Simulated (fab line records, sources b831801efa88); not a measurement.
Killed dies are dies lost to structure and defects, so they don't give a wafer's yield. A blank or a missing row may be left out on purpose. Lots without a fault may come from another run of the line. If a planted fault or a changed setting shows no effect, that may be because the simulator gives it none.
8D (eight disciplines) problem report, filled in by code | flow sky130 | the parts of the form that need people (team, actions taken, sign-off) are left out

== 1. WHAT WENT WRONG ==
Wafers without a fault read 3000.2 rpm, standard deviation 1.9; spin_speed_rpm at SKY_LDD_HVP_COAT_02 reads a mean of 2786.5 rpm on 9 wafers belonging to 3 lots. So: -99 or more standard deviations from the usual mean.
The step: resist thk 300 nm.
First observed at day 26 13:52: wafer L335.2, on litho_track-03. The record has a number at this step for 36 wafers belonging to 12 lots. By rule, "out" or "out of limits" means more than 4 standard deviations away from the usual mean. The rest of the wafers with a number are treated as sound.

== 2. WHAT THIS IS AND IS NOT ==
question                    | is                     | is not
which readings at this step | spin_speed_rpm         | -
which lots                  | L335, L337, L338       | L324, L329, L330, L331, L334, L340, L341, L343, L344
which wafers of those lots  | all that have a number | -
read on which tools         | litho_track-03         | litho_track-02, litho_track-04
when                        | from day 26 13:52      | up to then (15 sound wafers); but 12 sound wafers of L340, L341, L343, L344 came after

== 3. SUSPECTS, AND WHAT RULES EACH OUT ==
Counting: a tool stays on the suspect list if, at a process step up to the reading, it processed all lots that are out and no sound lot following the first of them.
- litho_track-03 at SKY_LDD_HVP_COAT_02 (resist thk 300 nm): kept. All lots that are out passed through it, beginning with L335 at day 26 13:52, and no sound lot followed; its final sound lot before that point was L334 at day 26 01:04. Out on those wafers are its own readings of spin_speed_rpm.
After counting, what remains is litho_track-03 at SKY_LDD_HVP_COAT_02.

== 4. THE CAUSE (what the simulator had put in) ==
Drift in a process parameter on litho_track-03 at SKY_LDD_HVP_COAT_02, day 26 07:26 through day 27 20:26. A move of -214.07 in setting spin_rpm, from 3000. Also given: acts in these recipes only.
Counting left only this tool.

== 5. SEQUENCE OF EFFECTS, ordered by route ==
Each row: a reading whose mean over the struck wafers that have a number lies more than 3 standard deviations from the usual. Only readings for which the record gives a usual standard deviation are gone through. hours: the time from each lot's start at the first step in this table that gives one to its start at this step, as a median over the lots. sigmas: the change in usual standard deviations.
hours | step                 | reading                  | usual      | on struck wafers | change | sigmas
0     | SKY_LDD_HVP_COAT_02  | spin_speed_rpm           | 3000.2 rpm | 2786.5           | -213.7 | -99 or more
15    | SKY_LDD_HVP_STRIP_09 | strip_time_to_endpoint_s | 4.137 s    | 4.301            | +0.164 | +9.6
Process steps it contains:
- SKY_LDD_HVP_COAT_02: resist thk 300 nm.
- SKY_LDD_HVP_STRIP_09: strips in O2/N2.
Later measuring or inspecting steps at which every struck wafer that the step has a row for has a number for every such reading, and none has moved that far: SKY_LDD_HVP_TW_MEAS_10.

== 6. WHAT WOULD HAVE CAUGHT IT SOONER ==
In this record the first reading out of limits was taken at day 26 13:52, 6 hours after the fault began at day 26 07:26.
